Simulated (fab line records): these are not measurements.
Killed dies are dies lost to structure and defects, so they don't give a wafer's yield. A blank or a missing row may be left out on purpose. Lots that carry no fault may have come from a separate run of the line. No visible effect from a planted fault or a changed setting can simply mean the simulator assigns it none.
Chamber matching :: flow gf180mcu :: GF_V5_CMP_04 on cmp-01 has 4 sister chambers
The step polishes SiO2. 18 wafers are shown with their chamber, then 9 later ones without.

## EACH WAFER AND ITS CHAMBER
wafer: L310.2
chamber: 3
motor_current_A (A): 11.5
retaining_ring_pressure_frac: 1.003

wafer: L310.3
chamber: 2
motor_current_A (A): 13.9
retaining_ring_pressure_frac: 0.997

wafer: L310.5
chamber: 1
motor_current_A (A): 11.3
retaining_ring_pressure_frac: 0.997

wafer: L312.1
chamber: 3
motor_current_A (A): 12.5
retaining_ring_pressure_frac: 0.995

wafer: L312.4
chamber: 2
motor_current_A (A): 14.7
retaining_ring_pressure_frac: 1.005

wafer: L312.5
chamber: 3
motor_current_A (A): 11.6
retaining_ring_pressure_frac: 1.002

wafer: L314.1
chamber: 3
motor_current_A (A): 11.6
retaining_ring_pressure_frac: 1.001

wafer: L314.4
chamber: 0
motor_current_A (A): 12.4
retaining_ring_pressure_frac: 0.992

wafer: L314.5
chamber: 0
motor_current_A (A): 12.5
retaining_ring_pressure_frac: 1.000

wafer: L316.1
chamber: 1
motor_current_A (A): 10.9
retaining_ring_pressure_frac: 1.005

wafer: L316.2
chamber: 3
motor_current_A (A): 11.1
retaining_ring_pressure_frac: 1.000

wafer: L316.4
chamber: 2
motor_current_A (A): 14.6
retaining_ring_pressure_frac: 1.006

wafer: L317.1
chamber: 3
motor_current_A (A): 11.9
retaining_ring_pressure_frac: 1.002

wafer: L317.3
chamber: 0
motor_current_A (A): 12.0
retaining_ring_pressure_frac: 0.997

wafer: L317.5
chamber: 1
motor_current_A (A): 11.3
retaining_ring_pressure_frac: 0.988

wafer: L320.1
chamber: 2
motor_current_A (A): 14.5
retaining_ring_pressure_frac: 0.997

wafer: L320.2
chamber: 0
motor_current_A (A): 12.1
retaining_ring_pressure_frac: 0.996

wafer: L320.4
chamber: 3
motor_current_A (A): 11.7
retaining_ring_pressure_frac: 0.996

SIGNATURES, as means of the wafers listed above
reading: motor_current_A
chamber 0: 12.250
chamber 1: 11.167
chamber 2: 14.425
chamber 3: 11.700
scatter within a chamber: 0.355

reading: retaining_ring_pressure_frac
chamber 0: 0.99625
chamber 1: 0.99667
chamber 2: 1.00125
chamber 3: 0.99986
scatter within a chamber: 0.0047
Rule: for each reading, subtract the chamber's mean from the wafer's reading, divide by that reading's scatter and square the result; add these up over the readings and take the root, which gives the wafer's distance from the chamber. If the next closest chamber is less than 2 further off than the closest, the wafer can't be placed; otherwise it belongs to the closest. The scatter: take each reading less its chamber's mean, square it, sum over the shown wafers, divide by the number of wafers less the number of chambers, and take the root.

## WAFERS MISSING THEIR CHAMBER
wafer: L323.2
motor_current_A (A): 10.8
retaining_ring_pressure_frac: 1.001

wafer: L323.5
motor_current_A (A): 12.0
retaining_ring_pressure_frac: 1.004

wafer: L323.6
motor_current_A (A): 11.9
retaining_ring_pressure_frac: 1.004

wafer: L327.1
motor_current_A (A): 14.3
retaining_ring_pressure_frac: 1.016

wafer: L327.2
motor_current_A (A): 11.6
retaining_ring_pressure_frac: 1.000

wafer: L327.5
motor_current_A (A): 12.0
retaining_ring_pressure_frac: 1.004

wafer: L331.3
motor_current_A (A): 11.9
retaining_ring_pressure_frac: 1.010

wafer: L331.5
motor_current_A (A): 12.4
retaining_ring_pressure_frac: 1.004

wafer: L331.6
motor_current_A (A): 11.7
retaining_ring_pressure_frac: 1.005

## CHAMBER TAKEN BY EACH
wafer: L323.2
from the rows above: can't be placed: 1 or 3
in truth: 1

wafer: L323.5
from the rows above: can't be placed: 3 or 0 or 1
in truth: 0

wafer: L323.6
from the rows above: can't be placed: 3 or 0 or 1
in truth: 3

wafer: L327.1
from the rows above: 2
in truth: 2

wafer: L327.2
from the rows above: can't be placed: 3 or 1 or 0
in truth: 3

wafer: L327.5
from the rows above: can't be placed: 3 or 0 or 1
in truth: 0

wafer: L331.3
from the rows above: can't be placed: 3 or 0 or 1
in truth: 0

wafer: L331.5
from the rows above: can't be placed: 0 or 3
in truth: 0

wafer: L331.6
from the rows above: can't be placed: 3 or 1 or 0
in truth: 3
Correctly placed: 1 of 9. Cannot be placed on the basis of these rows: 8; the candidates contain the true chamber in 8. 0 placed wrongly.
